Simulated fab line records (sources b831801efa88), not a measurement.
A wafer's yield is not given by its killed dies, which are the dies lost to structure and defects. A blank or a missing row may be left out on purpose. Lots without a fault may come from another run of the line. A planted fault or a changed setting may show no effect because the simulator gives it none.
Which tool was responsible? -- flow gf180mcu -- Sampling: 12 lots, 34 wafers, 2 of 602 route steps

WHAT EACH GAUGE READ, for each wafer
GF_VT_IMPLANT_RS_MEAS_48: a four-point-probe measurement.
lot,measured,on,LVPWELL_RS (ohm/sq)
L338,day 7 14:01,film-metro-04,1204 1197 1200
L339,day 7 20:17,film-metro-04,1201 1199 1197
L340,day 8 01:58,film-metro-01,1201 1201 1199
L346,day 9 20:01,film-metro-04,1196 1167
L347,day 10 03:15,film-metro-03,1195 1166
L349,day 10 22:52,film-metro-01,1192 1194 1167
L352,day 11 10:54,film-metro-04,1203 1197 1199
L353,day 11 21:04,film-metro-03,1197 1194 1195
L354,day 12 04:09,film-metro-03,1197 1197 1196
L355,day 12 07:07,film-metro-03,1195 1197 1193
L359,day 13 16:04,film-metro-04,1197 1196 1200
L360,day 13 18:10,film-metro-03,1200 1200 1196

WHAT TOOL EACH LOT RAN ON (gives the tool, then ch and the chambers of the sampled wafers, and finally the start)
lot,GF_LVPWELL_IMPLANT_09
L338,"implanter-01 ch 0, day 3 19:53"
L339,"implanter-01 ch 0, day 4 01:49"
L340,"implanter-01 ch 0, day 4 07:11"
L346,"implanter-01 ch 0, day 5 17:34"
L347,"implanter-01 ch 0, day 5 23:46"
L349,"implanter-01 ch 0, day 6 15:52"
L352,"implanter-04 ch 0, day 7 03:55"
L353,"implanter-03 ch 0, day 7 12:22"
L354,"implanter-03 ch 0, day 7 18:15"
L355,"implanter-04 ch 0, day 7 20:34"
L359,"implanter-03 ch 0, day 9 00:10"
L360,"implanter-04 ch 0, day 9 01:31"
- GF_LVPWELL_IMPLANT_09

AS READ BY THE TOOLS THEMSELVES (means over the sampled wafers that have a number; for cases with no such wafer, the mark the record gives instead)
GF_LVPWELL_IMPLANT_09.
lot,tool,beam-on-s (s),faraday-current-uA
L338,implanter-01,10.05,28.1
L339,implanter-01,10.10,28.0
L340,implanter-01,9.95,28.3
L346,implanter-01,10.43,27.1
L347,implanter-01,10.39,27.2
L349,implanter-01,10.63,26.7
L352,implanter-04,10.22,27.6
L353,implanter-03,9.99,28.3
L354,implanter-03,9.98,28.3
L355,implanter-04,10.00,28.3
L359,implanter-03,9.83,28.7
L360,implanter-04,9.96,28.5

THE ANSWER, worked out from the rows above alone
Rule: usual is defined by the lots themselves. The widest of any qualifying gaps counts: lots, ordered by their means at a reading, are off when they make up no more than a third of the lots, leave a main group of 4 or more, and stand apart from it by 3 or more times the standard deviation of that group's means. If all means in a main group match to the digits the tables above print for the reading, that group is not used. A lot without any number at a reading at which 4 lots or more have one is off too. Where the step has rows for the other lots, those lots are counted as sound. After the gauges, taken in route order, come the tools' own readings; for these a lot's mean is taken, as printed above. The first step at which some lot is off is used, and at that step the reading that is off furthest; a lot without a number counts as furthest.
Off: at GF_VT_IMPLANT_RS_MEAS_48 (LVPWELL_RS), L346, L347, L349. For the main group the mean is 1198 ohm/sq and the standard deviation 1.9.
A tool fits if, at a process step before that reading, it ran every lot that is off, and no sound lot after the first of them. The gauges at GF_VT_IMPLANT_RS_MEAS_48 are tried like those tools. One fits: GF_LVPWELL_IMPLANT_09 on implanter-01. Its last sound lot is L340 (day 4 07:11), its first lot that is off L346 (day 5 17:34): a fault that began between those two fits.

WHAT WAS PUT IN BY THE SIMULATOR
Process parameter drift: implanter-01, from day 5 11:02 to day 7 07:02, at GF_LVPWELL_IMPLANT_09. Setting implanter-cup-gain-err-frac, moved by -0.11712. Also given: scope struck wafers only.
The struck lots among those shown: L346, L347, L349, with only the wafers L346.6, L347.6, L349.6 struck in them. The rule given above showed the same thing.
